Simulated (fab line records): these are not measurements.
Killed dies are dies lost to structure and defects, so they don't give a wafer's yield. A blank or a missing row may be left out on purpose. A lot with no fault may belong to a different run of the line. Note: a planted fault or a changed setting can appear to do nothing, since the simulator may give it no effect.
The tool behind it: which one? ; flow sky130 ; Sampling: 6 lots, 18 wafers, 3 of 708 route steps

## WHAT THE GAUGES READ, wafer by wafer
SKY_VT_ADJUST_HVTP_TW_MEAS_11.
lot;measured;on;VT_ADJUST_HVTP_TW
L380;day 6 09:24;filmMetro-03;1334 1327 1333
L384;day 7 06:50;filmMetro-03;1334 1336 1331
L394;day 10 06:03;filmMetro-01;1356 1356 1359
L396;day 10 15:55;filmMetro-01;1351 1357 1345
L400;day 11 22:29;filmMetro-03;1347 1339 1339
L402;day 12 04:17;filmMetro-01;1352 1351 1355

## WHICH TOOL RAN EACH LOT (tool, then ch and the chambers of the sampled wafers, then the start)
lot;SKY_FIELD_ISO_STRIP_16;SKY_VT_ADJUST_HVTP_IMPLANT_09
L380;plasmaAsher-02 ch 0,1, day 2 10:05;implanter-01 ch 0, day 6 09:11
L384;plasmaAsher-02 ch 0,1, day 3 05:54;implanter-02 ch 0, day 7 06:37
L394;plasmaAsher-01 ch 0,1, day 5 12:59;implanter-02 ch 0, day 10 05:50
L396;plasmaAsher-01 ch 0,1, day 5 21:32;implanter-04 ch 0, day 10 15:42
L400;plasmaAsher-03 ch 1, day 6 20:32;implanter-04 ch 0, day 11 22:14
L402;plasmaAsher-03 ch 0,1, day 7 04:53;implanter-04 ch 0, day 12 04:03
- SKY_FIELD_ISO_STRIP_16: strips in O2/N2.
- SKY_VT_ADJUST_HVTP_IMPLANT_09

## THE ANSWER, worked out from the rows above alone
Rule: the lots themselves supply what counts as usual. The widest of any qualifying gaps counts: lots, ordered by their means at a reading, are off when they make up no more than a third of the lots, leave a main group of 4 or more, and stand apart from it by 3 or more times the standard deviation of that group's means. Not used: any main group whose means are identical at the precision the tables above print for the reading. A lot without any number at a reading at which 4 lots or more have one is off too. Any other lot the step has rows for is counted as sound.
None of the lots is off at any reading shown; this tells nothing.

## WHAT THE SIMULATOR PUT IN
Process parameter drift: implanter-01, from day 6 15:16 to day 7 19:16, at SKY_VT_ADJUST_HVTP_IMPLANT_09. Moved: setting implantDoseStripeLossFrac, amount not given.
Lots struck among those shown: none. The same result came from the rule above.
